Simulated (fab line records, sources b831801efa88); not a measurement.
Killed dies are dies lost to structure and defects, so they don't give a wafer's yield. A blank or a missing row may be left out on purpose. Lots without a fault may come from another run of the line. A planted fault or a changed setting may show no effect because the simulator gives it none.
One fault seen from 2 desks | flow sky130 | each desk has only its own numbers; what lay behind them comes last

THE METROLOGY DESK
What the gauges read, lot by lot, whatever tool the lot ran on: means of the sampled wafers that have a number. A lot is out of limits, marked OUT, if its mean lies more than 4 standard deviations from the usual mean; the brackets give that distance.
Columns: A = FIELD_ISO_OXIDATION_01_THK at SKY_FIELD_ISO_THK_MEAS_23, usual 10.07 nm; B = FIELD_ISO_CVD_24_THK at SKY_FIELD_ISO_THK_MEAS_25, usual 595 nm; C = NWELL_OXIDATION_THK at SKY_NWELL_THK_MEAS_02, usual 10.11 nm; D = DNWELL_TW at SKY_DNWELL_TW_MEAS_09, usual 1113; E = PWDE_OVL at SKY_PWDE_OVL_MEAS_07, usual 0.1 nm; F = PWDE_TW at SKY_PWDE_TW_MEAS_10, usual 373
lot  | first seen here | A     | B   | C     | D    | E    | F
L489 | day 2 13:06     | 9.96  | 593 | 9.96  | 1110 | 0.2  | 367
L498 | day 4 11:47     | 10.21 | 588 | 10.19 | 1120 | -0.8 | 376
L504 | day 6 00:11     | 10.21 | 597 | 10.40 | 1121 | 2.2  | 364
L505 | day 6 02:45     | 10.10 | 594 | 10.30 | 1115 | 0.1  | 373
L507 | day 6 12:29     | 10.32 | 592 | 10.04 | 1115 | 0.0  | 374
L508 | day 6 20:49     | 10.27 | 591 | 10.14 | 1117 | 1.5  | 377
This desk's finding: nothing out of limits on any of the 6 lots.

THE TOOL OWNER'S DESK: wet_bench-02
The tool's own readings at SKY_FIELD_ISO_WET_ETCH_28 (etches SiO2 in dHF, target depth 23.7 nm, time 47 s): means of the sampled wafers that have a number, for each lot that ran on this tool. A lot is out of limits, marked OUT, if its mean lies more than 4 standard deviations from the usual mean; the brackets give that distance.
Columns: A = bath_heat_duty_pct at SKY_FIELD_ISO_WET_ETCH_28, usual 7.1 %; B = run_length_s at SKY_FIELD_ISO_WET_ETCH_28, usual 74.9 s; C = temp_c at SKY_FIELD_ISO_WET_ETCH_28, usual 24.97 C
lot  | first seen here | A   | B              | C
L489 | day 2 15:31     | 7.9 | 74.7           | 24.96
L504 | day 6 06:04     | 7.7 | 44.8 (-10) OUT | 24.98
L505 | day 6 06:04     | 7.8 | 44.9 (-10) OUT | 24.92
L507 | day 6 20:08     | 6.5 | 74.0           | 24.77
This desk's finding: out of limits on L504, L505; first on L504, day 6 06:04 (run_length_s at SKY_FIELD_ISO_WET_ETCH_28). In limits: L489, L507.

PUT TOGETHER
The tool owner's desk could have raised an alarm at day 6 06:04, on L504, L505.
The metrology desk saw nothing out of limits.
The metrology desk has L504, L505 on record, within its limits.
Of the lots named, all ran SKY_FIELD_ISO_WET_ETCH_28 on wet_bench-02.

WHAT THE SIMULATOR HAD PUT IN
Process parameter drift: wet_bench-02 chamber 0, from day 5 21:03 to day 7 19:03, at SKY_FIELD_ISO_WET_ETCH_28. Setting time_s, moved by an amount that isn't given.
Lots struck among those shown: L504, L505.
Hours from the fault's start to each desk's first reading out of limits: the tool owner's desk, 9.
